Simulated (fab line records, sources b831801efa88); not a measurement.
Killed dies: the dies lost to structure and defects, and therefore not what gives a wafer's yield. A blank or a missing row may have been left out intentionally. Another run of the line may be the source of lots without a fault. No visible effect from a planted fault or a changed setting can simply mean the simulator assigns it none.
Which tool is to blame? || flow gf180mcu || 42 wafers from 14 lots sampled at 2 of the route's 602 steps

WHAT THE GAUGES READ, wafer by wafer
GF_POLY_GATE_CD_MEAS_18. Usual: 279.8 nm for cdNm, sd 1.9.
{"lot": "L326", "measured": "day 9 09:41", "on": "cdSem-01", "cdNm (nm)": "277.7 278.2 277.8", "flag": ""}
{"lot": "L327", "measured": "day 9 15:20", "on": "cdSem-02", "cdNm (nm)": "279.6 278.6 280.5", "flag": ""}
{"lot": "L329", "measured": "day 10 09:53", "on": "cdSem-02", "cdNm (nm)": "283.0 281.4 281.4", "flag": ""}
{"lot": "L328", "measured": "day 10 11:13", "on": "cdSem-02", "cdNm (nm)": "280.0 279.3 279.6", "flag": ""}
{"lot": "L331", "measured": "day 11 02:46", "on": "cdSem-02", "cdNm (nm)": "283.2 282.2 281.2", "flag": ""}
{"lot": "L336", "measured": "day 12 03:19", "on": "cdSem-01", "cdNm (nm)": "277.7 280.4 280.3", "flag": ""}
{"lot": "L338", "measured": "day 12 18:49", "on": "cdSem-02", "cdNm (nm)": "281.2 284.1 281.4", "flag": ""}
{"lot": "L339", "measured": "day 13 04:41", "on": "cdSem-02", "cdNm (nm)": "280.1 279.7 280.6", "flag": ""}
{"lot": "L340", "measured": "day 13 13:23", "on": "cdSem-02", "cdNm (nm)": "281.0 277.0 280.2", "flag": ""}
{"lot": "L343", "measured": "day 14 06:53", "on": "cdSem-02", "cdNm (nm)": "276.0 280.0 279.1", "flag": ""}
{"lot": "L345", "measured": "day 14 22:35", "on": "cdSem-02", "cdNm (nm)": "276.0 278.7 277.7", "flag": ""}
{"lot": "L346", "measured": "day 15 08:17", "on": "cdSem-01", "cdNm (nm)": "281.0 281.5 282.8", "flag": ""}
{"lot": "L347", "measured": "day 15 15:07", "on": "cdSem-01", "cdNm (nm)": "280.6 281.8 282.8", "flag": ""}
{"lot": "L348", "measured": "day 15 20:37", "on": "cdSem-02", "cdNm (nm)": "282.4 281.2 278.9", "flag": ""}

GF_HV_LDD_CD_MEAS_46: the cd target is 400 nm. Usual: 400.3 nm for cdNm, sd 2.2.
{"lot": "L326", "measured": "day 12 16:07", "on": "cdSem-02", "cdNm (nm)": "398.8 398.5 398.9", "flag": ""}
{"lot": "L327", "measured": "day 12 16:28", "on": "cdSem-02", "cdNm (nm)": "400.6 398.6 401.5", "flag": ""}
{"lot": "L329", "measured": "day 13 15:12", "on": "cdSem-01", "cdNm (nm)": "399.0 398.5 399.7", "flag": ""}
{"lot": "L328", "measured": "day 13 16:34", "on": "cdSem-01", "cdNm (nm)": "402.7 402.2 401.8", "flag": ""}
{"lot": "L331", "measured": "day 14 10:38", "on": "cdSem-02", "cdNm (nm)": "397.1 398.0 397.1", "flag": ""}
{"lot": "L336", "measured": "day 15 13:56", "on": "cdSem-02", "cdNm (nm)": "403.1 403.0 403.5", "flag": ""}
{"lot": "L338", "measured": "day 16 06:35", "on": "cdSem-02", "cdNm (nm)": "397.8 397.1 398.8", "flag": ""}
{"lot": "L339", "measured": "day 16 18:44", "on": "cdSem-02", "cdNm (nm)": "401.3 396.0 400.3", "flag": ""}
{"lot": "L340", "measured": "day 17 03:19", "on": "cdSem-01", "cdNm (nm)": "400.8 401.7 401.0", "flag": ""}
{"lot": "L343", "measured": "day 18 00:10", "on": "cdSem-02", "cdNm (nm)": "399.1 401.7 402.1", "flag": ""}
{"lot": "L345", "measured": "day 18 16:10", "on": "cdSem-01", "cdNm (nm)": "399.3 401.2 400.5", "flag": ""}
{"lot": "L346", "measured": "day 19 04:05", "on": "cdSem-02", "cdNm (nm)": "399.7 399.7 399.8", "flag": ""}
{"lot": "L347", "measured": "day 19 13:41", "on": "cdSem-01", "cdNm (nm)": "401.2 405.3 405.3", "flag": ""}
{"lot": "L348", "measured": "day 19 18:19", "on": "cdSem-02", "cdNm (nm)": "397.9 400.7 397.5", "flag": ""}

EACH LOT AND THE TOOL THAT RAN IT (in order: tool; ch and the chambers of the sampled wafers; start)
The record shows no process step preceding these readings.

AS READ BY THE TOOLS THEMSELVES (means over the sampled wafers that have a number; for cases with no such wafer, the mark the record gives instead)
The record holds no such reading with a usual standard deviation.

THE ANSWER, worked out from the rows above alone
Rule: a lot is off if the mean of its wafers that have a number lies more than 3 standard deviations from the usual mean. Also off: a lot with no number at a reading for which 4 or more lots have one. Where the step has rows for the other lots, those lots are counted as sound. First the gauges in route order, then the tools' own readings, where a lot's mean is used as printed above. The first step at which some lot is off is used, and at that step the reading that is off furthest; a lot without a number counts as furthest.
None of the lots is off at any reading shown; this tells nothing.

WHAT THE SIMULATOR PUT IN
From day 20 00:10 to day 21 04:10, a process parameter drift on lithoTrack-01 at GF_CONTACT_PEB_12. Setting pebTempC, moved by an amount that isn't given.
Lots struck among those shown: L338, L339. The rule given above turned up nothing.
